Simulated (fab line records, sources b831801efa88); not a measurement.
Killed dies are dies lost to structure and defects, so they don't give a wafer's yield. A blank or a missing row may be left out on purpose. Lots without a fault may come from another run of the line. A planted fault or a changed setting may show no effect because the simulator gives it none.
fab line records | flow sky130
record lots=5 wafers=15 last_day=50
route steps=708 shown VIA4@650 METAL5@661 PASSIVATION@681
lots that met no fault: from a run of the same line without faults
start_h: hours from the record's first day to the start of the lot's first wafer shown | wait_h: hours since the lot's step before | " the same as in the row above | L1.1+2: a row that stands for several wafers | - no value, or no start given | * or withheld: withheld | < > ~ a bound
route shown NAME@n: a module of which the file shows steps, and the number in the route of the first | usual: mean/standard deviation of fault-free wafers | same: alike in all rows | chamber/n: place in a boat | sites: the reading at each site | _std_site: their standard deviation | _edge_site: outer sites' mean less inner sites' | radius_mm: how far each site lies from the wafer's centre | mask NAME#n: copy n | behind: the tool/chamber that last shaped the wafer | hold: why the lot was held/for how many hours/how that ended | device: the transistor (n, p or np) that didn't switch | end of line: the same wafers' tests at the end of the route | a step without rows: its recipe alone | killed: dies lost to structure and defects at the first sort, not the wafer's yield | map: a wafer's dies, x killed, . not, _ none there
set.NAME: the setting as run; set.NAME@STEP: as run at that earlier step | model.NAME: the simulator's own value behind a step, which no gauge read
lots at some steps of the route; a table a step, a row a wafer
services: from which hour (start_h, from the record's first day; less than 0 if before it) a tool's chamber was out of use, for how many hours, and why
## steps
# step SKY_VIA4_OVL_MEAS_11
# usual VIA4_OVL=0.3/1.3
# columns lot.wafer tool chamber start_h wait_h VIA4_OVL[nm]
L074.1 overlay-01 - 1009.49 0.1 -2.2
L074.2 " - " " -1.2
L074.3 " - " " -1.3
L078.1 overlay-02 - 1041.24 0.1 -1.4
L078.2 " - " " -0.8
L078.5 " - " " -1.4
L088.3 overlay-02 - 1100.31 0.1 1.7
L088.4 " - " " 2.2
L088.6 " - " " 2.1
L089.1 overlay-02 - 1102.66 0.1 1.9
L089.2 " - " " 1.1
L089.3 " - " " 1.0
L095.2 overlay-02 - 1148.01 0.1 0.2
L095.4 " - " " -2.3
L095.5 " - " " -0.2
# step SKY_VIA4_ETCH_12
# recipe target=SiO2 chemistry=C4F8/O2/Ar stop_on=TiN mask_material=NOVOLAK source_w=1500 bias_w=1200 pressure_mtorr=40 c4f8_flow_sccm=withheld O2_flow_sccm=6 Ar_flow_sccm=300 time_s=withheld target_depth_a=5800
# usual bias_w=1199/3.7 oes_product_au=0.926/0.005
# columns lot.wafer tool chamber start_h wait_h bias_w oes_product_au
L074.1 rie_diel-03 0 1009.53 0.0 1202 0.921
L074.2 " 1 " " 1196 0.931
L074.3 " 3 " " 1197 0.926
L078.1 rie_diel-03 3 1041.28 0.0 1193 0.935
L078.2 " 0 " " 1199 0.929
L078.5 " 0 " " 1203 0.932
L088.3 rie_diel-02 2 1100.33 0.0 1202 0.919
L088.4 " 1 " " 1199 0.924
L088.6 " 3 " " 1197 0.924
L089.1 rie_diel-03 0 1102.69 0.0 1203 0.917
L089.2 " 2 " " 1192 0.920
L089.3 " 1 " " 1199 0.922
L095.2 rie_diel-01 1 1148.04 0.0 1203 0.931
L095.4 " 2 " " 1196 0.921
L095.5 " 0 " " 1199 0.935
# step SKY_VIA4_STRIP_13
# recipe chemistry=O2/N2 power_w=1400 pressure_mtorr=1500 platen_temp_c=withheld o2_flow_sccm=3000 n2_flow_sccm=300 overash_fraction=0.5
# usual drypump_motor_current_A=5.87/0.25 n2_flow_sccm=300.1/0.84 oes_product_au=0.710/0.0041 strip_time_to_endpoint_s=12.801/0.028
# columns lot.wafer tool chamber start_h wait_h drypump_motor_current_A n2_flow_sccm oes_product_au rf_hours_counter_h strip_time_to_endpoint_s
L074.1 plasma_asher-01 1 1009.60 - 5.84 301.8 0.709 114 12.832
L074.2 " 0 " " 5.59 301.1 0.707 114 12.815
L074.3 " 1 " " 5.85 298.6 0.716 - 12.812
L078.1 plasma_asher-04 0 1041.35 - 5.55 300.2 0.707 92 12.821
L078.2 " 1 " " 6.10 299.6 0.712 92 12.798
L078.5 " 0 " " 5.56 299.8 0.716 - 12.774
L088.3 plasma_asher-04 1 1100.44 - 6.11 300.9 0.714 - 12.810
L088.4 " 0 " " 5.57 299.2 0.711 - 12.786
L088.6 " 0 " " 5.57 298.5 0.707 - 12.780
L089.1 plasma_asher-02 1 1102.76 - 6.26 300.7 0.710 35 12.771
L089.2 " 0 " " 5.87 299.2 0.705 35 12.850
L089.3 " 0 " " 5.87 301.1 0.699 - 12.809
L095.2 plasma_asher-04 1 1148.12 - 6.09 299.2 0.709 104 12.826
L095.4 " 1 " " 6.09 300.8 0.712 - 12.772
L095.5 " 1 " " 6.11 299.8 0.711 - 12.804
# step SKY_VIA4_STRIP_14
# recipe chemistry=post_etch_residue_remover time_s=1200 temp_c=72.5
# columns lot.wafer tool chamber start_h wait_h
L074.1+2+3 wet_bench-03 0 1009.70 0.1
L078.1+2+5 wet_bench-03 1 1041.45 0.1
L088.3+4+6 wet_bench-02 1 1100.98 0.5
L089.1+2+3 wet_bench-02 2 1102.86 0.1
L095.2+4+5 wet_bench-02 3 1148.22 0.1
# step SKY_VIA4_CLEAN_15
# recipe chemistry=IPA time_s=180 temp_c=25
# columns lot.wafer tool chamber start_h wait_h
L074.1+2+3 wet_bench-03 2 1010.04 0.0
L078.1+2+5 wet_bench-02 0 1042.14 0.0
L088.3+4+6 wet_bench-02 0 1101.95 0.6
L089.1+2+3 wet_bench-02 3 1103.24 0.0
L095.2+4+5 wet_bench-02 2 1148.66 0.0
# step SKY_VIA4_CLEAN_16
# recipe chemistry=O3/DIW dry=n2_spin
# columns lot.wafer tool chamber start_h wait_h
L074.1+2+3 wet_bench-03 3 1010.10 0.0
L078.1+2+5 wet_bench-01 1 1042.20 0.0
L088.3+4+6 wet_bench-03 2 1102.07 0.1
L089.1+2+3 wet_bench-02 2 1103.32 0.0
L095.2+4+5 wet_bench-02 2 1148.73 0.0
# step SKY_VIA4_SPUTTER_17
# recipe material=TiN target_thk_nm=20 chamber_pressure_pa=5 power_w=4000 time_s=80
# usual throttle_valve_pct=29.9/0.88
# columns lot.wafer tool chamber start_h wait_h throttle_valve_pct
L074.1 pvd_sputter-02 - 1010.19 0.0 30.0
L074.2 " - " " 29.9
L074.3 " - " " 28.0
L078.1 pvd_sputter-01 - 1042.29 0.0 31.0
L078.2 " - " " 29.4
L078.5 " - " " 29.6
L088.3 pvd_sputter-01 - 1102.17 0.0 29.9
L088.4 " - " " 30.7
L088.6 " - " " 30.1
L089.1 pvd_sputter-01 - 1103.42 0.0 30.2
L089.2 " - " " 29.5
L089.3 " - " " 30.8
L095.2 pvd_sputter-01 - 1148.85 0.0 30.1
L095.4 " - " " 29.7
L095.5 " - " " 30.2
# step SKY_VIA4_CVD_18
# recipe material=W target_thk_nm=505 time_s=152.14 temp_c=400 pressure_torr=40
# usual heater_power_outer_w=473/36 heater_power_w=765/44
# columns lot.wafer tool chamber start_h wait_h heater_power_outer_w heater_power_w
L074.1 cvd_w-01 0 1010.25 0.0 420 708
L074.2 " 1 " " 466 755
L074.3 " 1 " " 474 792
L078.1 cvd_w-02 1 1042.35 0.0 504 788
L078.2 " 0 " " 505 821
L078.5 " 0 " " 508 805
L088.3 cvd_w-02 1 1102.28 0.1 510 780
L088.4 " 0 " " 508 819
L088.6 " 1 " " 516 790
L089.1 cvd_w-01 0 1103.48 0.0 426 687
L089.2 " 1 " " 466 781
L089.3 " 0 " " 421 695
L095.2 cvd_w-02 1 1148.91 0.0 496 794
L095.4 " 0 " " 509 806
L095.5 " 0 " " 494 811
# step SKY_VIA4_RS_MEAS_19
# recipe thk_meas_gauge=four-point-probe reads=W_of_VIA4_CVD_18+TiN_of_VIA4_SPUTTER_17
# usual VIA4_W_RS=0.2261/0.0022
# columns lot.wafer tool chamber start_h wait_h VIA4_W_RS[ohm/sq]
L074.1 film_metro-04 - 1010.41 0.1 0.2233
L074.2 " - " " 0.2244
L074.3 " - " " 0.2244
L078.1 film_metro-04 - 1042.50 0.1 0.2209
L078.2 " - " " 0.2283
L078.5 " - " " 0.2261
L088.3 film_metro-03 - 1102.43 0.1 0.2247
L088.4 " - " " 0.2283
L088.6 " - " " 0.2267
L089.1 film_metro-01 - 1103.68 0.1 0.2276
L089.2 " - " " 0.2263
L089.3 " - " " 0.2245
L095.2 film_metro-04 - 1149.09 0.1 0.2243
L095.4 " - " " 0.2332
L095.5 " - " " 0.2299
# step SKY_VIA4_THK_MEAS_20
# recipe thk_meas_gauge=xrf reads=W_of_VIA4_CVD_18
# usual VIA4_W_THK=496/5.4
# columns lot.wafer tool chamber start_h wait_h VIA4_W_THK[nm]
L074.1 film_metro-04 - 1010.53 0.1 498
L074.2 " - " " 501
L074.3 " - " " 497
L078.1 film_metro-04 - 1042.62 0.1 510
L078.2 " - " " 496
L078.5 " - " " 499
L088.3 film_metro-03 - 1102.53 0.1 498
L088.4 " - " " 493
L088.6 " - " " 498
L089.1 film_metro-01 - 1103.80 0.1 495
L089.2 " - " " 497
L089.3 " - " " 499
L095.2 film_metro-04 - 1149.20 0.1 497
L095.4 " - " " 478
L095.5 " - " " 488
# step SKY_VIA4_CMP_21
# recipe stop_on=SiO2 t_overpolish_s=25 down_force_psi=3.5 platen_rpm=60 target_thk_nm=0 pad_velocity_m_s=0.94248
# usual motor_current_A=10.8/1.2 overpolish_run_s=25.001/0.0095 retaining_ring_pressure_frac=1.000/0.0049 slurry_flow_ml_min=150.0/0.49 time_to_endpoint_s=122/5
# columns lot.wafer tool chamber start_h wait_h motor_current_A overpolish_run_s retaining_ring_pressure_frac slurry_flow_ml_min time_to_endpoint_s
L074.3 cmp-01 2 1010.59 0.0 9.1 24.996 1.000 150.6 120
L074.1 " 3 " " 12.2 24.990 0.998 150.3 125
L074.2 " 0 " " 9.9 25.012 1.012 149.5 123
L078.2 cmp-01 2 1042.68 0.0 8.9 25.001 1.000 150.2 118
L078.1 " 3 " " 11.5 25.016 1.008 149.5 124
L078.5 " 2 " " 8.8 25.010 0.995 149.8 117
L088.4 cmp-01 0 1102.62 0.1 9.7 24.990 1.010 149.9 123
L088.3 " 1 " " 11.3 24.986 1.005 149.9 134
L088.6 " 3 " " 12.4 25.003 1.005 150.0 126
L089.2 cmp-01 0 1104.09 0.3 9.5 25.001 0.997 150.1 122
L089.3 " 1 " " 11.3 24.995 0.998 150.1 128
L089.1 " 3 " " 12.6 24.998 0.995 150.2 123
L095.2 cmp-02 0 1149.50 0.3 9.9 25.001 0.994 149.4 123
L095.4 " 3 " " 11.4 25.000 0.999 149.8 116
L095.5 " 0 " " 9.7 25.009 0.999 150.3 122
# step SKY_METAL5_SPUTTER_00
# recipe material=Ti target_thk_nm=15 power_w=3000 time_s=10 chamber_pressure_pa=0.4
# usual throttle_valve_pct=30.0/0.85
# columns lot.wafer tool chamber start_h wait_h throttle_valve_pct
L074.1 pvd_sputter-04 - 1010.89 0.2 30.3
L074.2 " - " " 29.5
L074.3 " - " " 28.9
L078.1 pvd_sputter-02 - 1042.98 0.2 30.3
L078.2 " - " " 30.0
L078.5 " - " " 31.8
L088.3 pvd_sputter-03 - 1102.87 0.1 30.4
L088.4 " - " " 30.9
L088.6 " - " " 29.8
L089.1 pvd_sputter-02 - 1104.39 0.1 31.6
L089.2 " - " " 30.1
L089.3 " - " " 30.2
L095.2 pvd_sputter-04 - 1149.80 0.2 29.1
L095.4 " - " " 29.4
L095.5 " - " " 30.4
# step SKY_METAL5_SPUTTER_01
# recipe material=TiN target_thk_nm=20 power_w=6500 time_s=16.7 chamber_pressure_pa=0.4
# usual throttle_valve_pct=30.0/0.86
# columns lot.wafer tool chamber start_h wait_h throttle_valve_pct
L074.1 pvd_sputter-04 - 1010.91 0.0 30.4
L074.2 " - " " 29.9
L074.3 " - " " 28.9
L078.1 pvd_sputter-02 - 1043.01 0.0 30.3
L078.2 " - " " 30.4
L078.5 " - " " 31.7
L088.3 pvd_sputter-03 - 1102.89 0.0 30.5
L088.4 " - " " 30.9
L088.6 " - " " 30.2
L089.1 pvd_sputter-02 - 1104.41 0.0 31.7
L089.2 " - " " 30.1
L089.3 " - " " 30.0
L095.2 pvd_sputter-04 - 1149.82 0.0 28.9
L095.4 " - " " 29.5
L095.5 " - " " 30.3
# step SKY_METAL5_SPUTTER_02
# recipe material=AlCu target_thk_nm=1150 power_w=10600 time_s=61.2 chamber_pressure_pa=0.4
# usual throttle_valve_pct=30.0/0.88
# columns lot.wafer tool chamber start_h wait_h throttle_valve_pct
L074.1 pvd_sputter-04 - 1010.93 0.0 30.4
L074.2 " - " " 29.6
L074.3 " - " " 28.9
L078.1 pvd_sputter-02 - 1043.03 0.0 30.3
L078.2 " - " " 30.2
L078.5 " - " " 31.6
L088.3 pvd_sputter-03 - 1102.91 0.0 30.6
L088.4 " - " " 31.0
L088.6 " - " " 30.1
L089.1 pvd_sputter-02 - 1104.44 0.0 31.5
L089.2 " - " " 30.2
L089.3 " - " " 30.0
L095.2 pvd_sputter-04 - 1149.85 0.0 28.8
L095.4 " - " " 29.5
L095.5 " - " " 30.3
# step SKY_METAL5_SPUTTER_03
# recipe material=Ti target_thk_nm=5 power_w=3000 time_s=3.3 chamber_pressure_pa=0.4
# usual throttle_valve_pct=30.0/0.87
# columns lot.wafer tool chamber start_h wait_h throttle_valve_pct
L074.1 pvd_sputter-04 - 1010.98 0.0 30.3
L074.2 " - " " 29.3
L074.3 " - " " 28.9
L078.1 pvd_sputter-02 - 1043.08 0.0 30.1
L078.2 " - " " 30.1
L078.5 " - " " 31.9
L088.3 pvd_sputter-03 - 1102.96 0.0 30.5
L088.4 " - " " 30.9
L088.6 " - " " 30.0
L089.1 pvd_sputter-02 - 1104.49 0.0 31.6
L089.2 " - " " 30.2
L089.3 " - " " 30.1
L095.2 pvd_sputter-04 - 1149.90 0.0 28.7
L095.4 " - " " 29.7
L095.5 " - " " 30.3
# step SKY_METAL5_SPUTTER_04
# recipe material=TiN target_thk_nm=70 power_w=6500 time_s=58.3 chamber_pressure_pa=0.4
# usual throttle_valve_pct=30.0/0.88
# columns lot.wafer tool chamber start_h wait_h throttle_valve_pct
L074.1 pvd_sputter-04 - 1011.00 0.0 30.4
L074.2 " - " " 29.4
L074.3 " - " " 28.9
L078.1 pvd_sputter-02 - 1043.10 0.0 30.2
L078.2 " - " " 30.0
L078.5 " - " " 31.6
L088.3 pvd_sputter-03 - 1102.98 0.0 30.3
L088.4 " - " " 30.9
L088.6 " - " " 30.0
L089.1 pvd_sputter-02 - 1104.51 0.0 31.7
L089.2 " - " " 30.3
L089.3 " - " " 30.0
L095.2 pvd_sputter-04 - 1149.92 0.0 28.9
L095.4 " - " " 29.4
L095.5 " - " " 30.1
# step SKY_METAL5_RS_MEAS_05
# recipe thk_meas_gauge=four-point-probe reads=TiN_of_METAL5_SPUTTER_04+Ti_of_METAL5_SPUTTER_03+AlCu_of_METAL5_SPUTTER_02+TiN_of_METAL5_SPUTTER_01+Ti_of_METAL5_SPUTTER_00
# usual METAL5_ALCU_RS=0.0270/0.00031
# columns lot.wafer tool chamber start_h wait_h METAL5_ALCU_RS[ohm/sq]
L074.1 film_metro-01 - 1011.05 0.0 0.0268
L074.2 " - " " 0.0267
L074.3 " - " " 0.0269
L078.1 film_metro-01 - 1043.15 0.0 0.0270
L078.2 " - " " 0.0266
L078.5 " - " " 0.0270
L088.3 film_metro-02 - 1103.07 0.1 0.0274
L088.4 " - " " 0.0275
L088.6 " - " " 0.0275
L089.1 film_metro-01 - 1104.56 0.0 0.0275
L089.2 " - " " 0.0268
L089.3 " - " " 0.0274
L095.2 film_metro-04 - 1149.99 0.0 0.0273
L095.4 " - " " 0.0273
L095.5 " - " " 0.0273
# step SKY_METAL5_THK_MEAS_06
# recipe thk_meas_gauge=xrf reads=AlCu_of_METAL5_SPUTTER_02
# usual METAL5_ALCU_THK=1130/18
# columns lot.wafer tool chamber start_h wait_h METAL5_ALCU_THK[nm]
L074.1 film_metro-01 - 1011.17 0.1 1129
L074.2 " - " " 1136
L074.3 " - " " 1125
L078.1 film_metro-01 - 1043.27 0.1 1117
L078.2 " - " " 1141
L078.5 " - " " 1127
L088.3 film_metro-02 - 1103.17 0.1 1117
L088.4 " - " " 1109
L088.6 " - " " 1118
L089.1 film_metro-01 - 1104.68 0.1 1098
L089.2 " - " " 1138
L089.3 " - " " 1107
L095.2 film_metro-04 - 1150.10 0.1 1136
L095.4 " - " " 1135
L095.5 " - " " 1134
# step SKY_METAL5_DEHYDRATE_07
# recipe temp_c=200 time_s=60
# usual chill_plate_temp_C=22.96/0.099
# columns lot.wafer tool chamber start_h wait_h chill_plate_temp_C
L074.1 litho_track-01 0 1021.98 10.8 22.93
L074.2 " 0 " " 22.86
L074.3 " 0 " " 22.91
L078.1 litho_track-02 0 1054.06 10.8 22.86
L078.2 " 0 " " 22.94
L078.5 " 0 " " 22.85
L088.3 litho_track-04 0 1112.09 8.9 22.93
L088.4 " 0 " " 23.07
L088.6 " 0 " " 23.03
L089.1 litho_track-04 0 1114.04 9.4 22.90
L089.2 " 0 " " 22.81
L089.3 " 0 " " 23.06
L095.2 litho_track-04 0 1158.42 8.3 22.93
L095.4 " 0 " " 23.00
L095.5 " 0 " " 22.94
# step SKY_METAL5_HMDS_08
# recipe prime_time_s=60 prime_temp_c=120
# usual chill_plate_temp_C=23.00/0.12
# columns lot.wafer tool chamber start_h wait_h chill_plate_temp_C
L074.1 litho_track-01 0 1022.13 0.1 23.03
L074.2 " 0 " " 23.05
L074.3 " 0 " " 22.99
L078.1 litho_track-02 0 1054.21 0.1 22.99
L078.2 " 0 " " 22.99
L078.5 " 0 " " 22.97
L088.3 litho_track-04 0 1112.24 0.1 22.93
L088.4 " 0 " " 23.21
L088.6 " 0 " " 23.08
L089.1 litho_track-04 0 1114.19 0.1 22.90
L089.2 " 0 " " 23.09
L089.3 " 0 " " 22.85
L095.2 litho_track-04 0 1158.57 0.1 22.93
L095.4 " 0 " " 22.91
L095.5 " 0 " " 23.00
# step SKY_METAL5_COAT_09
# recipe resist=NOVOLAK spin_rpm=3000 resist_thk_nm=1800
# usual chill_plate_temp_C=23.01/0.098
# columns lot.wafer tool chamber start_h wait_h chill_plate_temp_C
L074.1 litho_track-01 0 1022.28 0.1 23.01
L074.2 " 0 " " 23.01
L074.3 " 0 " " 23.03
L078.1 litho_track-02 0 1054.36 0.1 22.95
L078.2 " 0 " " 23.05
L078.5 " 0 " " 22.95
L088.3 litho_track-04 0 1112.39 0.1 22.93
L088.4 " 0 " " 22.98
L088.6 " 0 " " 22.97
L089.1 litho_track-04 0 1114.34 0.1 23.01
L089.2 " 0 " " 23.13
L089.3 " 0 " " 22.99
L095.2 litho_track-04 0 1158.72 0.1 23.10
L095.4 " 0 " " 23.15
L095.5 " 0 " " 23.00
# step SKY_METAL5_SOFTBAKE_10
# recipe temp_c=90 time_s=60 resist=NOVOLAK
# usual chill_plate_temp_C=23.03/0.1
# columns lot.wafer tool chamber start_h wait_h chill_plate_temp_C
L074.1 litho_track-01 0 1022.43 0.1 23.08
L074.2 " 0 " " 23.13
L074.3 " 0 " " 23.19
L078.1 litho_track-02 0 1054.51 0.1 23.01
L078.2 " 0 " " 22.95
L078.5 " 0 " " 23.01
L088.3 litho_track-04 0 1112.54 0.1 22.99
L088.4 " 0 " " 22.76
L088.6 " 0 " " 22.89
L089.1 litho_track-04 0 1114.49 0.1 22.91
L089.2 " 0 " " 23.04
L089.3 " 0 " " 22.82
L095.2 litho_track-04 0 1158.87 0.1 23.00
L095.4 " 0 " " 23.06
L095.5 " 0 " " 22.90
# step SKY_METAL5_EXPOSE_11
# recipe mask_id=MM5 na=0.6 source_shape=conventional sigma_outer=0.6 polarization=unpolarized target_cd_nm=1600 dose_mj=190
# usual reticle_temp_C=22.97/0.092
# same sigma_outer=0.6
# columns lot.wafer tool chamber start_h wait_h mask reticle_temp_C
L074.1 iline_stepper-01 0 - - MM5#0 23.01
L074.2 " 0 " " MM5#0 22.88
L074.3 " 0 " " MM5#0 23.01
L078.1 iline_stepper-02 0 - - MM5#0 22.83
L078.2 " 0 " " MM5#0 22.93
L078.5 " 0 " " MM5#0 22.84
L088.3 iline_stepper-02 0 - - MM5#0 22.98
L088.4 " 0 " " MM5#0 22.99
L088.6 " 0 " " MM5#0 23.05
L089.1 iline_stepper-02 0 - - MM5#0 22.82
L089.2 " 0 " " MM5#0 22.94
L089.3 " 0 " " MM5#0 22.91
L095.2 iline_stepper-02 0 - - MM5#0 22.85
L095.4 " 0 " " MM5#0 22.97
L095.5 " 0 " " MM5#0 23.07
# step SKY_METAL5_PEB_12
# recipe temp_c=withheld time_s=* resist=NOVOLAK
# usual chill_plate_temp_C=*
# columns lot.wafer tool chamber start_h wait_h chill_plate_temp_C
L074.1 litho_track-01 0 - - *
L074.2 " 0 " " *
L074.3 " 0 " " *
L078.1 litho_track-01 0 - - *
L078.2 " 0 " " *
L078.5 " 0 " " *
L088.3 litho_track-01 0 - - *
L088.4 " 0 " " *
L088.6 " 0 " " *
L089.1 litho_track-04 0 - - *
L089.2 " 0 " " *
L089.3 " 0 " " *
L095.2 litho_track-02 0 - - *
L095.4 " 0 " " *
L095.5 " 0 " " *
# step SKY_METAL5_DEVELOP_13
# recipe resist=NOVOLAK developer=TMAH develop_time_s=60 dev_temp_c=23
# usual chill_plate_temp_C=23.01/0.12
# columns lot.wafer tool chamber start_h wait_h chill_plate_temp_C
L074.1 litho_track-01 0 1033.83 0.1 23.08
L074.2 " 0 " " 23.16
L074.3 " 0 " " 23.09
L078.1 litho_track-01 0 1064.68 0.1 22.93
L078.2 " 0 " " 23.04
L078.5 " 0 " " 22.88
L088.3 litho_track-01 0 1122.98 0.1 23.06
L088.4 " 0 " " 23.14
L088.6 " 0 " " 23.13
L089.1 litho_track-04 0 1124.04 0.1 22.99
L089.2 " 0 " " 23.04
L089.3 " 0 " " 22.96
L095.2 litho_track-02 0 1167.83 0.1 23.10
L095.4 " 0 " " 23.02
L095.5 " 0 " " 23.19
# step SKY_METAL5_DESCUM_14
# recipe chemistry=O2 source_power_w=150 bias_power_w=0 pressure_mtorr=10 temp_c=40 time_s=11
# usual drypump_motor_current_A=5.9/0.49 oes_product_au=1.005/0.0084
# columns lot.wafer tool chamber start_h wait_h drypump_motor_current_A oes_product_au rf_hours_counter_h
L074.1 rie_metal-02 1 1033.98 0.1 5.5 1.017 18
L074.2 " 0 " " 5.5 1.003 1
L074.3 " 1 " " 5.5 1.006 -
L078.1 rie_metal-04 0 1064.83 0.1 6.6 1.015 19
L078.2 " 1 " " 5.9 1.003 7
L078.5 " 1 " " 5.9 1.001 -
L088.3 rie_metal-04 1 1123.09 0.1 5.9 0.997 -
L088.4 " 0 " " 6.6 1.009 -
L088.6 " 0 " " 6.6 1.003 -
L089.1 rie_metal-02 1 1124.19 0.1 5.5 1.022 24
L089.2 " 0 " " 5.5 1.014 7
L089.3 " 0 " " 5.5 1.010 -
L095.2 rie_metal-04 0 1167.96 0.1 6.6 1.004 27
L095.4 " 0 " " 6.6 1.001 -
L095.5 " 1 " " 5.9 0.991 -
# step SKY_METAL5_METAL_ETCH_15
# recipe target_depth_a=12600 stop_on=SiO2 over_etch_frac=0.2 time_s=252 chemistry=Cl2/BCl3 resist_sidewall_deg=86 pressure_mtorr=10 icp_w=900 bias_w=48.5 Cl2_flow_sccm=60 bcl3_flow_sccm=30
# usual bias_w=48.52/0.17 drypump_motor_current_A=5.9/0.49 oes_product_au=0.894/0.0044 throttle_valve_pct=22.264/0.0088
# same over_etch_frac=0.2
# columns lot.wafer tool chamber start_h wait_h bias_w drypump_motor_current_A oes_product_au rf_hours_counter_h throttle_valve_pct
L074.1 rie_metal-02 1 1034.02 0.0 48.56 5.5 0.895 18 22.250
L074.2 " 0 " " 48.31 5.5 0.889 1 22.274
L074.3 " 1 " " 48.51 5.5 0.898 - 22.267
L078.1 rie_metal-04 0 1064.87 0.0 48.64 6.6 0.898 19 22.262
L078.2 " 1 " " 48.48 5.9 0.888 7 22.251
L078.5 " 1 " " 48.85 5.9 0.891 - 22.280
L088.3 rie_metal-04 1 1123.19 0.1 48.44 6.0 0.895 - 22.270
L088.4 " 0 " " 48.62 6.6 0.895 - 22.267
L088.6 " 0 " " 48.60 6.6 0.891 - 22.277
L089.1 rie_metal-02 1 1124.23 0.0 48.54 5.5 0.900 24 22.266
L089.2 " 0 " " 48.26 5.5 0.894 8 22.242
L089.3 " 0 " " 48.24 5.5 0.899 - 22.263
L095.2 rie_metal-04 0 1167.99 0.0 48.70 6.6 0.896 27 22.263
L095.4 " 0 " " 48.74 6.6 0.901 - 22.258
L095.5 " 1 " " 48.74 6.0 0.900 - 22.271
# step SKY_METAL5_STRIP_16
# recipe chemistry=O2/N2 power_w=1400 pressure_mtorr=1500 platen_temp_c=withheld o2_flow_sccm=3000 n2_flow_sccm=300 overash_fraction=0.5
# usual drypump_motor_current_A=5.87/0.27 n2_flow_sccm=299.9/0.91 oes_product_au=0.711/0.0044 strip_time_to_endpoint_s=12.98/0.1
# columns lot.wafer tool chamber start_h wait_h drypump_motor_current_A n2_flow_sccm oes_product_au rf_hours_counter_h strip_time_to_endpoint_s
L074.1 plasma_asher-01 0 1034.25 0.2 5.59 299.6 0.725 116 12.85
L074.2 " 1 " " 5.85 301.2 0.707 116 12.89
L074.3 " 0 " " 5.58 299.4 0.726 - 12.83
L078.1 plasma_asher-01 0 1065.10 0.2 5.61 300.6 0.710 0 12.78
L078.2 " 1 " " 5.91 300.9 0.706 0 13.07
L078.5 " 1 " " 5.87 299.7 0.704 - 13.10
L088.3 plasma_asher-02 1 1123.38 0.1 6.28 298.9 0.713 - 12.99
L088.4 " 0 " " 5.84 299.6 0.713 - 12.96
L088.6 " 0 " " 5.85 301.2 0.714 - 12.93
L089.1 plasma_asher-02 0 1124.46 0.2 5.85 300.1 0.708 38 12.76
L089.2 " 1 " " 6.25 299.7 0.712 38 13.07
L089.3 " 1 " " 6.25 298.2 0.709 - 12.92
L095.2 plasma_asher-02 1 1168.23 0.2 6.27 300.8 0.706 42 12.89
L095.4 " 1 " " 6.26 300.2 0.717 - 12.97
L095.5 " 1 " " 6.26 300.9 0.716 - 13.03
# step SKY_METAL5_STRIP_17
# recipe chemistry=post_etch_residue_remover time_s=1200 temp_c=72.5
# columns lot.wafer tool chamber start_h wait_h
L074.1+2+3 wet_bench-01 3 1034.35 0.1
L078.1+2+5 wet_bench-01 3 1065.20 0.1
L088.3+4+6 wet_bench-03 3 1123.58 0.2
L089.1+2+3 wet_bench-03 3 1124.56 0.1
L095.2+4+5 wet_bench-04 2 1168.64 0.4
# step SKY_METAL5_CLEAN_18
# recipe chemistry=IPA time_s=180 temp_c=25
# columns lot.wafer tool chamber start_h wait_h
L074.1+2+3 wet_bench-04 2 1034.72 0.0
L078.1+2+5 wet_bench-03 1 1065.57 0.0
L088.3+4+6 wet_bench-03 2 1123.92 0.0
L089.1+2+3 wet_bench-04 3 1124.95 0.0
L095.2+4+5 wet_bench-03 3 1169.14 0.2
# step SKY_METAL5_CLEAN_19
# recipe chemistry=O3/DIW dry=n2_spin
# columns lot.wafer tool chamber start_h wait_h
L074.1+2+3 wet_bench-01 1 1034.79 0.0
L078.1+2+5 wet_bench-01 2 1065.63 0.0
L088.3+4+6 wet_bench-03 0 1123.98 0.0
L089.1+2+3 wet_bench-04 3 1125.01 0.0
L095.2+4+5 wet_bench-03 2 1169.25 0.1
# step SKY_PASSIVATION_CVD_00
# recipe material=SiO2 target_thk_nm=90 temp_c=400 time_s=withheld rf_w=600
# usual heater_power_outer_w=393/67 heater_power_w=669/92
# columns lot.wafer tool chamber start_h wait_h heater_power_outer_w heater_power_w
L074.1 pecvd-02 2 1034.88 0.0 366 561
L074.2 " 1 " " 430 750
L074.3 " 0 " " 329 597
L078.1 pecvd-01 1 1065.73 0.0 429 743
L078.2 " 2 " " 444 732
L078.5 " 1 " " 438 758
L088.3 pecvd-02 1 1124.07 0.0 477 819
L088.4 " 0 " " 275 525
L088.6 " 1 " " 478 813
L089.1 pecvd-01 1 1125.10 0.0 347 631
L089.2 " 0 " " 305 574
L089.3 " 2 " " 485 791
L095.2 pecvd-03 0 1169.35 0.0 378 635
L095.4 " 1 " " 471 783
L095.5 " 0 " " 381 647
# step SKY_PASSIVATION_THK_MEAS_01
# recipe reads=SiO2_of_PASSIVATION_CVD_00
# usual PASSIVATION_CVD_00_THK=90.3/1.1
# columns lot.wafer tool chamber start_h wait_h PASSIVATION_CVD_00_THK[nm]
L074.1 film_metro-03 - 1034.90 - 89.4
L074.2 " - " " 89.2
L074.3 " - " " 89.9
L078.1 film_metro-03 - 1065.75 - 89.2
L078.2 " - " " 90.2
L078.5 " - " " 91.4
L088.3 film_metro-04 - 1124.11 - 89.4
L088.4 " - " " 92.3
L088.6 " - " " 91.3
L089.1 film_metro-02 - 1125.12 - 89.5
L089.2 " - " " 90.1
L089.3 " - " " 89.5
L095.2 film_metro-03 - 1169.38 - 88.3
L095.4 " - " " 90.4
L095.5 " - " " 89.5
## services
# columns tool chamber start_h hours kind
rie_metal-02 - 997.21 1.5 repair
pvd_sputter-03 - 997.27 1.2 repair
pvd_sputter-01 - 1000.03 7.2 repair
rie_diel-03 2 1004.32 1.4 repair
iline_stepper-02 - 1010.93 1.7 pm
rie_diel-03 0 1011.33 5.5 repair
rie_diel-03 - 1018.14 0.6 repair
pvd_sputter-02 - 1043.53 17.0 repair
pecvd-01 - 1050.51 4.6 repair
plasma_asher-01 - 1055.25 9.0 pm
rie_diel-03 0 1062.34 5.9 repair
pvd_sputter-04 - 1072.02 5.4 repair
cvd_w-02 - 1073.59 2.8 pm
wet_bench-01 - 1079.72 98.0 repair
pvd_sputter-02 - 1080.21 1.8 repair
wet_bench-04 - 1080.92 1.9 pm
cmp-01 - 1084.39 4.0 pm
cvd_w-02 - 1088.03 1.9 repair
pvd_sputter-02 - 1115.63 2.2 repair
plasma_asher-02 - 1137.31 1.7 repair
wet_bench-01 - 1145.48 1.7 repair
pvd_sputter-02 - 1147.49 2.5 repair
plasma_asher-04 - 1154.44 9.9 pm
rie_metal-02 - 1156.51 2.8 pm
## key
fault none
